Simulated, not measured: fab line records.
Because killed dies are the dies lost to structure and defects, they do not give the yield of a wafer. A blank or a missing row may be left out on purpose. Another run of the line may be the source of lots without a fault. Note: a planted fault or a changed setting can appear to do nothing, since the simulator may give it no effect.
Which of the tools did it?	flow sky130	72 wafers from 24 lots sampled at 3 of the route's 708 steps

WHAT THE GAUGES SHOWED, per wafer
SKY_VT_ADJUST_HVTP_OVL_MEAS_08.
lot	measured	on	VT_ADJUST_HVTP_OVL (nm)
L074	day 5 23:10	overlay-02	-1.0 -0.8 0.8
L075	day 6 07:43	overlay-01	-3.8 -1.8 -2.1
L076	day 6 12:49	overlay-02	-3.0 -3.6 -2.4
L077	day 6 20:51	overlay-02	-3.3 -2.3 -2.2
L079	day 7 12:02	overlay-01	-2.3 -5.2 -3.7
L078	day 7 12:32	overlay-02	-0.5 -2.2 -1.8
L080	day 8 05:17	overlay-01	-1.0 -0.2 -2.7
L081	day 8 05:35	overlay-01	-2.2 -2.2 -2.2
L082	day 8 15:23	overlay-02	-3.1 -3.8 -3.2
L083	day 8 20:08	overlay-02	-1.3 -0.9 -3.2
L084	day 9 06:27	overlay-01	-3.0 -5.0 -2.4
L086	day 9 10:05	overlay-01	-3.3 -1.7 -2.2
L085	day 9 10:23	overlay-01	-0.8 0.6 -0.8
L087	day 9 13:20	overlay-02	-2.0 -2.0 -1.6
L089	day 9 22:38	overlay-02	-4.2 -3.9 -3.6
L088	day 9 23:23	overlay-01	-1.4 -2.7 -2.3
L090	day 10 10:44	overlay-01	-1.4 -3.9 -3.4
L091	day 10 14:10	overlay-01	-1.1 -3.2 -3.2
L092	day 10 18:56	overlay-01	-1.8 -2.2 -1.2
L093	day 11 01:55	overlay-01	-1.9 -1.5 -1.9
L094	day 11 08:36	overlay-01	-1.1 -1.5 -1.3
L095	day 11 15:40	overlay-01	-2.2 -1.7 -2.5
L096	day 11 22:53	overlay-01	-1.4 0.2 0.7
L097	day 12 07:02	overlay-02	1.0 0.9 -1.6

SKY_SONOS_ONO_THK_MEAS_03.
lot	measured	on	SONOS_ONO_CVD_02_THK (nm)
L074	day 11 10:55	film metro-02	10.50 10.35 10.55
L075	day 11 23:46	film metro-02	10.47 10.53 10.46
L076	day 12 04:01	film metro-03	10.71 10.84 10.71
L077	day 12 15:33	film metro-02	10.51 10.55 10.42
L079	day 13 07:43	film metro-02	10.57 10.67 10.57
L078	day 13 15:01	film metro-02	10.37 10.21 10.27
L080	day 14 07:51	film metro-04	10.57 10.57 10.55
L081	day 14 08:53	film metro-04	10.47 10.35 10.25
L082	day 14 22:32	film metro-02	10.60 10.62 10.69
L083	day 15 03:03	film metro-03	10.57 10.67 10.57
L084	day 15 19:13	film metro-04	10.17 10.17 10.24
L086	day 15 22:35	film metro-04	10.56 10.51 10.45
L085	day 15 22:35	film metro-03	10.50 10.51 10.47
L087	day 16 07:01	film metro-02	10.55 10.81 10.52
L089	day 16 12:37	film metro-02	10.48 10.32 10.39
L088	day 16 16:40	film metro-02	10.47 10.42 10.43
L090	day 17 09:20	film metro-02	10.40 10.34 10.42
L091	day 17 12:12	film metro-04	10.61 10.51 10.54
L092	day 17 16:23	film metro-02	10.60 10.49 10.65
L093	day 18 01:02	film metro-04	10.48 10.66 10.42
L094	day 18 08:50	film metro-02	10.46 10.39 10.51
L095	day 18 13:19	film metro-02	10.36 10.34 10.49
L096	day 19 00:22	film metro-04	10.34 10.38 10.39
L097	day 19 09:36	film metro-03	10.67 10.47 10.55

SKY_METAL3_OVL_MEAS_14.
lot	measured	on	METAL3_OVL (nm)
L074	day 38 06:40	overlay-01	3 4 1
L075	day 39 00:58	overlay-02	2 1 -1
L076	day 39 06:23	overlay-01	1 9 1
L077	day 39 09:05	overlay-01	1 -2 6
L079	day 39 20:02	overlay-01	0 -4 -2
L078	day 40 08:34	overlay-02	-2 -3 7
L080	day 40 20:17	overlay-01	7 4 6
L081	day 40 22:37	overlay-02	2 1 5
L082	day 41 12:20	overlay-02	-3 3 -7
L083	day 41 17:32	overlay-01	-1 -10 -8
L084	day 42 05:49	overlay-02	1 -5 -5
L086	day 42 10:05	overlay-01	-6 -3 -9
L085	day 42 07:10	overlay-01	-6 1 -1
L087	day 42 15:13	overlay-02	0 2 5
L089	day 42 17:40	overlay-02	-2 -13 -2
L088	day 42 21:16	overlay-01	-4 -6 8
L090	day 43 08:59	overlay-01	-7 3 -2
L091	day 43 14:37	overlay-01	0 1 -3
L092	day 43 18:22	overlay-01	3 -3 5
L093	day 43 21:07	overlay-01	2 -4 -2
L094	day 44 00:50	overlay-01	7 13 4
L095	day 44 07:35	overlay-01	-8 1 -10
L096	day 44 13:49	overlay-01	5 -1 8
L097	day 45 07:59	overlay-02	-1 4 -2

TOOL THAT RAN EACH LOT (tool first, then ch and the chambers of the sampled wafers, then the start)
Before these readings, the record contains no process step.

AS READ BY THE TOOLS THEMSELVES (means over the sampled wafers that have a number; for cases with no such wafer, the mark the record gives instead)
The record holds no such reading with a usual standard deviation.

THE ANSWER, worked out from the rows above alone
Rule: what is usual is taken from the lots themselves. The widest of any qualifying gaps counts: lots, ordered by their means at a reading, are off when they make up no more than a third of the lots, leave a main group of 4 or more, and stand apart from it by 3 or more times the standard deviation of that group's means. A main group whose means are all the same, to the digits that the tables above print for the reading, isn't used. Also off: a lot with no number at a reading for which 4 or more lots have one. The other lots that the step has rows for count as sound. Order of review: gauges by route order, followed by the tools' own readings, for which a lot's mean as printed above is used. At the first step where some lot is off, the reading lying furthest off is the one used; lots without a number count as furthest.
No lot is off on any of the readings shown, so nothing can be concluded from this.

WHAT WAS PUT IN BY THE SIMULATOR
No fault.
